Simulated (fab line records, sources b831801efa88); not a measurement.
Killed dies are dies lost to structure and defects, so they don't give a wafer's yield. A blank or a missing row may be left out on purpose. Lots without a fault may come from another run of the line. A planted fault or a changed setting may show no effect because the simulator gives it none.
Which tool did it? | flow sky130 | 13 lots, 39 wafers sampled, at 4 steps of a route of 708

WHAT THE GAUGES READ, wafer by wafer
SKY_FIELD_ISO_THK_MEAS_04. Usual: FIELD_ISO_CVD_03_THK 163.7 nm, standard deviation 1.7.
lot  | measured    | on            | FIELD_ISO_CVD_03_THK (nm) | flag
L731 | day 1 15:31 | film_metro-03 | 161.3 161.9 161.5         |
L732 | day 1 21:44 | film_metro-04 | 161.1 163.1 162.1         |
L733 | day 2 00:02 | film_metro-03 | 161.7 162.2 161.7         |
L735 | day 2 09:30 | film_metro-01 | 167.7 166.6 165.2         |
L736 | day 2 15:20 | film_metro-03 | 161.6 162.8 159.8         |
L737 | day 2 19:42 | film_metro-03 | 165.2 165.1 163.9         |
L739 | day 3 05:46 | film_metro-03 | 165.0 163.4 165.4         |
L749 | day 5 07:29 | film_metro-03 | 162.8 164.4 162.5         |
L750 | day 5 12:31 | film_metro-03 | 166.1 166.3 165.7         |
L751 | day 5 17:29 | film_metro-03 | 164.8 166.0 165.6         |
L752 | day 6 00:16 | film_metro-03 | 165.7 165.0 165.5         |
L753 | day 6 05:05 | film_metro-03 | 165.2 166.0 166.4         |
L754 | day 6 10:52 | film_metro-04 | 163.7 165.0 163.5         |

SKY_NWELL_TW_MEAS_15. Usual: NWELL_TW 1796, standard deviation 14.
lot  | measured     | on            | NWELL_TW       | flag
L731 | day 4 12:50  | film_metro-02 | 1793 1792 1790 |
L732 | day 4 20:23  | film_metro-04 | 1805 1798 1799 |
L733 | day 4 22:29  | film_metro-04 | 1802 1808 1807 |
L735 | day 5 13:42  | film_metro-01 | 1821 1810 1808 |
L736 | day 5 18:47  | film_metro-02 | 1793 1781 1783 |
L737 | day 5 22:17  | film_metro-02 | 1779 1785 1790 |
L739 | day 6 15:59  | film_metro-02 | 30 29 29       | OFF
L749 | day 8 19:56  | film_metro-02 | 1772 1780 1785 |
L750 | day 9 02:58  | film_metro-04 | 1788 1778 1795 |
L751 | day 9 08:59  | film_metro-02 | 1793 1792 1793 |
L752 | day 9 16:30  | film_metro-04 | 1800 1786 1783 |
L753 | day 9 20:04  | film_metro-01 | 1820 1805 1818 |
L754 | day 10 05:57 | film_metro-04 | 1809 1804 1802 |

WHICH TOOL RAN EACH LOT (tool, then ch and the chambers of the sampled wafers, then the start)
lot  | SKY_PWDE_STRIP_09                   | SKY_NWELL_STRIP_14
L731 | plasma_asher-01 ch 0,1, day 3 20:04 | plasma_asher-04 ch 0,1, day 4 12:44
L732 | plasma_asher-04 ch 1, day 4 03:23   | plasma_asher-04 ch 0,1, day 4 20:17
L733 | plasma_asher-01 ch 0,1, day 4 05:17 | plasma_asher-03 ch 0,1, day 4 22:23
L735 | plasma_asher-03 ch 0,1, day 4 19:31 | plasma_asher-04 ch 0,1, day 5 13:37
L736 | plasma_asher-04 ch 0,1, day 4 23:50 | plasma_asher-04 ch 0,1, day 5 18:41
L737 | plasma_asher-04 ch 0,1, day 5 03:14 | plasma_asher-04 ch 0,1, day 5 22:11
L739 | plasma_asher-01 ch 0,1, day 5 19:50 | plasma_asher-03 ch 0,1, day 6 15:53
L749 | plasma_asher-04 ch 0,1, day 7 22:52 | plasma_asher-02 ch 0,1, day 8 19:50
L750 | plasma_asher-01 ch 0,1, day 8 05:46 | plasma_asher-02 ch 0,1, day 9 02:52
L751 | plasma_asher-01 ch 0,1, day 8 11:50 | plasma_asher-03 ch 0,1, day 9 08:53
L752 | plasma_asher-04 ch 0,1, day 8 18:37 | plasma_asher-02 ch 0,1, day 9 16:25
L753 | plasma_asher-03 ch 0,1, day 8 21:51 | plasma_asher-03 ch 0,1, day 9 19:58
L754 | plasma_asher-01 ch 0,1, day 9 07:30 | plasma_asher-03 ch 0,1, day 10 05:52
- SKY_PWDE_STRIP_09: strips in O2/N2.
- SKY_NWELL_STRIP_14: strips in O2/N2.

WHAT THE TOOLS THEMSELVES READ (means of the sampled wafers that have a number; where no wafer has one, the mark that the record gives instead)
SKY_PWDE_STRIP_09. Usual: drypump_motor_current_A 5.8 A, standard deviation 0.36; oes_product_au 0.722 a.u., standard deviation 0.0045; strip_time_to_endpoint_s 36.92 s, standard deviation 0.09.
lot  | tool            | drypump_motor_current_A (A) | oes_product_au (a.u.) | strip_time_to_endpoint_s (s) | flag
L731 | plasma_asher-01 | 5.3                         | 0.726                 | 36.98                        |
L732 | plasma_asher-04 | 5.9                         | 0.722                 | 37.00                        |
L733 | plasma_asher-01 | 5.4                         | 0.723                 | 37.00                        |
L735 | plasma_asher-03 | 5.9                         | 0.718                 | 37.07                        |
L736 | plasma_asher-04 | 6.1                         | 0.721                 | 36.87                        |
L737 | plasma_asher-04 | 6.0                         | 0.721                 | 36.97                        |
L739 | plasma_asher-01 | 5.6                         | 0.940                 | -                            | OFF
L749 | plasma_asher-04 | 6.0                         | 0.726                 | 36.79                        |
L750 | plasma_asher-01 | 5.3                         | 0.722                 | 36.95                        |
L751 | plasma_asher-01 | 5.4                         | 0.717                 | 36.81                        |
L752 | plasma_asher-04 | 6.1                         | 0.722                 | 36.93                        |
L753 | plasma_asher-03 | 5.9                         | 0.725                 | 36.91                        |
L754 | plasma_asher-01 | 5.4                         | 0.719                 | 36.94                        |

SKY_NWELL_STRIP_14. Usual: drypump_motor_current_A 5.92 A, standard deviation 0.28; oes_product_au 0.723 a.u., standard deviation 0.0046; strip_time_to_endpoint_s 36.93 s, standard deviation 0.095.
lot  | tool            | drypump_motor_current_A (A) | oes_product_au (a.u.) | strip_time_to_endpoint_s (s) | flag
L731 | plasma_asher-04 | 6.03                        | 0.725                 | 36.91                        |
L732 | plasma_asher-04 | 6.04                        | 0.723                 | 37.01                        |
L733 | plasma_asher-03 | 5.72                        | 0.723                 | 36.81                        |
L735 | plasma_asher-04 | 6.04                        | 0.723                 | 36.94                        |
L736 | plasma_asher-04 | 6.05                        | 0.720                 | 36.77                        |
L737 | plasma_asher-04 | 6.02                        | 0.721                 | 36.86                        |
L739 | plasma_asher-03 | 5.74                        | 0.731                 | 56.25                        | OFF
L749 | plasma_asher-02 | 5.94                        | 0.720                 | 36.92                        |
L750 | plasma_asher-02 | 5.71                        | 0.725                 | 36.93                        |
L751 | plasma_asher-03 | 5.91                        | 0.724                 | 36.95                        |
L752 | plasma_asher-02 | 5.72                        | 0.721                 | 37.10                        |
L753 | plasma_asher-03 | 5.89                        | 0.723                 | 36.87                        |
L754 | plasma_asher-03 | 5.72                        | 0.725                 | 36.97                        |

THE ANSWER, worked out from the rows above alone
Rule: a lot is off if the mean of its wafers that have a number lies more than 3 standard deviations from the usual mean. A lot without any number at a reading at which 4 lots or more have one is off too. The other lots that the step has rows for count as sound. The gauges are gone through in route order, then the tools' own readings, and for those a lot's mean is taken as printed above. The first step at which some lot is off is used, and at that step the reading that is off furthest; a lot without a number counts as furthest.
Off: L739, at SKY_NWELL_TW_MEAS_15 (NWELL_TW).
A tool fits if, at a process step before that reading, it ran every lot that is off, and no sound lot after the first of them. The gauges at SKY_NWELL_TW_MEAS_15 aren't tried: what is off there is off at SKY_PWDE_STRIP_09 too, on other tools, and a gauge's error can't cause that. None of those tried fits.

WHAT THE SIMULATOR HAD PUT IN
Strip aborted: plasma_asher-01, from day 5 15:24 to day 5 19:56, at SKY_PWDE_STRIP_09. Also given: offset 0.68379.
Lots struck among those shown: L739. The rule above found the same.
